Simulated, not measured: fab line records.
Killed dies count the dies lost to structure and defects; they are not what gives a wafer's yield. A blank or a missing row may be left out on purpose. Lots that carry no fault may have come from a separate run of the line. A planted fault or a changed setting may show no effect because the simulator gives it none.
A lot that was struck, set against a sound lot | flow sky130 | 29 out of 708 route steps
Sound: wafers L469.1, L469.5, L469.6. Struck: wafers L484.3, L484.4 (left out: L484.5, a lot-mate that was not struck); the cause follows at the end.
At each step with rows: each side's tool, then ch and its chambers, then its first start. Under that, the readings that differ: sound wafers | struck wafers | difference of the means | sigmas: that difference in standard deviations of wafers without a fault.
alike: same words and numbers on both sides, and readings whose means sit less than 2 such deviations apart. not compared: any withheld reading, any reading some wafer has no value for, any bound like >300 that may hide the same value, and any number with overlapping values for which the record gives no deviation.
The two part at a step that has a row with sigmas, a row that says differs or no value, or rows on one side only. Numbers that have no deviation but don't overlap get no sigmas and don't part them. Lack of a reading on every wafer of one side parts them only where that side has two or more wafers.

SKY_POLY_GATE_CD_MEAS_13: the cd target is 150 nm.
  sound: cd-sem-01 at day 16 14:04; struck: cd-sem-01 at day 22 04:48
  alike: cd-nm
SKY_POLY_GATE_OVL_MEAS_14:
  sound: overlay-02 at day 16 14:11; struck: overlay-02 at day 22 04:53
  alike: POLY_GATE_OVL
SKY_POLY_GATE_ETCH_15: etches BARC in N2/H2, stops on SiO2, time 118.5 s, target depth 110 nm.
  sound on rie-diel-01 ch 2,3, day 16 14:14; struck on rie-diel-01 ch 0,3, day 22 04:55
  alike: drypump-motor-current-A, oes-product-au, rf-fwd-power-W, throttle-valve-pct
  not compared: rf-hours-counter-h
SKY_POLY_GATE_ETCH_16: etches Si3N4 in CH3F/O2, stops on poly-Si, time 147.5 s, target depth 75 nm.
  sound on rie-diel-01 ch 2,3, day 16 14:19; struck on rie-diel-01 ch 0,3, day 22 05:00
  alike: drypump-motor-current-A, oes-product-au, rf-fwd-power-W, throttle-valve-pct
  not compared: rf-hours-counter-h
SKY_POLY_GATE_ETCH_17: etches poly-Si in HBr/Cl2, stops on SiO2, target depth 180 nm, time 70.5 s.
  sound on rie-si-01 ch 0,1,2, day 16 14:25; struck on rie-si-01 ch 1,3, day 22 05:05
  alike: HBr_flow_sccm, drypump-motor-current-A, he-backside-leak-sccm, oes-product-au, rf-fwd-power-W, throttle-valve-pct
  not compared: rf-hours-counter-h
SKY_POLY_GATE_STRIP_18: strips in O2/N2.
  sound on plasma-asher-04 ch 0,1, day 16 14:28; struck on plasma-asher-03 ch 0,1, day 22 05:11
  alike: drypump-motor-current-A, oes-product-au, strip-time-to-endpoint-s
  not compared: rf-hours-counter-h
then, 2 steps without rows for these wafers: SKY_POLY_GATE_CLEAN_19 (cleans in SC1/SC2, time 150 s); SKY_POLY_GATE_OXIDATION_20 (stabilise 600 s, purge 300 s, target thk 4 nm).
SKY_POLY_GATE_THK_MEAS_21:
  sound: film-metro-02 at day 16 15:52; struck: film-metro-03 at day 22 06:34
  alike: POLY_GATE_OXIDATION_THK
SKY_POLY_GATE_CD_MEAS_22:
  sound: cd-sem-01 at day 16 15:55; struck: cd-sem-02 at day 22 06:40
  alike: cd-nm
then, 2 steps without rows for these wafers: SKY_LDD_N_DEHYDRATE_00 (time 60 s); SKY_LDD_N_HMDS_01 (prime time 60 s).
SKY_LDD_N_COAT_02: resist thk 300 nm.
  sound on litho-track-03 ch 0, day 17 05:13; struck on litho-track-02 ch 0, day 22 21:46
  reading                                    | sound           | struck    | difference | sigmas
  model.NOVOLAK_of_LDD_N_COAT_02.thk-nm (nm) | 301 301.5 301.1 | 310 310.6 | +9         |
then, 3 steps without rows for these wafers: SKY_LDD_N_SOFTBAKE_03 (time 60 s); SKY_LDD_N_EXPOSE_04 (exposes mask NTM, target cd 840 nm); SKY_LDD_N_PEB_05.
SKY_LDD_N_DEVELOP_06: develop time 60 s.
  sound on litho-track-03 ch 0, day 17 19:58; struck on litho-track-03 ch 0, day 23 12:58
  reading                                    | sound             | struck      | difference | sigmas
  model.NOVOLAK_of_LDD_N_COAT_02.thk-nm (nm) | 300.6 301.1 300.7 | 309.5 310.2 | +9.1       |
SKY_LDD_N_OVL_MEAS_07:
  sound: overlay-02 at day 17 20:07; struck: overlay-02 at day 23 13:04
  alike: LDD_N_OVL
then, 8 steps without rows for these wafers: SKY_LDD_N_IMPLANT_08; SKY_LDD_N_IMPLANT_09; SKY_LDD_N_IMPLANT_10; SKY_LDD_N_IMPLANT_11; SKY_LDD_N_IMPLANT_12; SKY_LDD_N_IMPLANT_13; SKY_LDD_N_IMPLANT_14; SKY_LDD_N_IMPLANT_15.
SKY_LDD_N_STRIP_16: strips in O2/N2.
  sound on plasma-asher-04 ch 0,1, day 17 21:21; struck on plasma-asher-01 ch 0,1, day 23 18:37
  reading                      | sound             | struck      | difference | sigmas
  strip-time-to-endpoint-s (s) | 4.338 4.335 4.330 | 4.451 4.454 | +0.118     | +8
  alike: drypump-motor-current-A, oes-product-au
  not compared: rf-hours-counter-h
SKY_LDD_N_TW_MEAS_17:
  sound: film-metro-01 at day 17 21:27; struck: film-metro-01 at day 23 18:41
  alike: LDD_N_TW
then, 1 step without rows for these wafers: SKY_PAD_OPEN_PROBE_99.

## WHERE THEY PART
SKY_LDD_N_STRIP_16 only, going by this record. Later steps at which nothing parts them and some readings are alike: SKY_LDD_N_TW_MEAS_17.

WHY: what had been put in by the simulator
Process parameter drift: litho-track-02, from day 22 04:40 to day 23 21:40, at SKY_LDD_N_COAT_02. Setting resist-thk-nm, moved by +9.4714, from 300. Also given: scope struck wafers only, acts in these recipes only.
